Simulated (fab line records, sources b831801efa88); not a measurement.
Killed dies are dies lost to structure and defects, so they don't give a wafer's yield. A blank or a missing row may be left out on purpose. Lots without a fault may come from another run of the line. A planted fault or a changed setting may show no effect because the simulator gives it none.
Chamber matching | flow gf180mcu | GF_V2_CMP_26 on cmp-01: 4 sister chambers
The step polishes, stops on SiO2, t overpolish 15 s, target thk 0 nm. 4 wafers are shown with their chamber, then 8 later ones without.

WAFERS WITH THEIR CHAMBER
wafer  | chamber | motor_current_A (A)
L874.3 | 2       | 9.4
L874.5 | 1       | 10.7
L874.6 | 0       | 11.2
L876.1 | 3       | 9.0

WAFERS WITHOUT THEIR CHAMBER
wafer  | motor_current_A (A)
L876.2 | 11.4
L876.4 | 10.9
L878.2 | 9.6
L878.4 | 11.2
L878.5 | 11.6
L880.1 | 10.8
L880.2 | 8.9
L880.4 | 10.3

WHICH CHAMBER EACH WENT THROUGH
wafer  | from the rows above     | in truth
L876.2 | 0                       | 0
L876.4 | can't be placed: 1 or 0 | 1
L878.2 | can't be placed: 2 or 3 | 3
L878.4 | 0                       | 0
L878.5 | 0                       | 0
L880.1 | can't be placed: 1 or 0 | 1
L880.2 | can't be placed: 3 or 2 | 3
L880.4 | 1                       | 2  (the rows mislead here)
Placed correctly: 3 of 8. Can't be placed from these rows: 4 (the true chamber is among the candidates in 4). Placed wrongly: 1.
How it was worked out, from the rows above alone: a wafer's distance from a chamber is the root of the sum, over the readings, of the square of ((its reading less the chamber's mean) divided by the reading's scatter). The wafer belongs to the nearest chamber; if the next one is less than 2 further off, it can't be placed. A chamber's mean is the mean of its shown wafers. The scatter: with one shown wafer a chamber, the root of the mean of the squares of how far each hidden wafer lies from its nearest shown one.
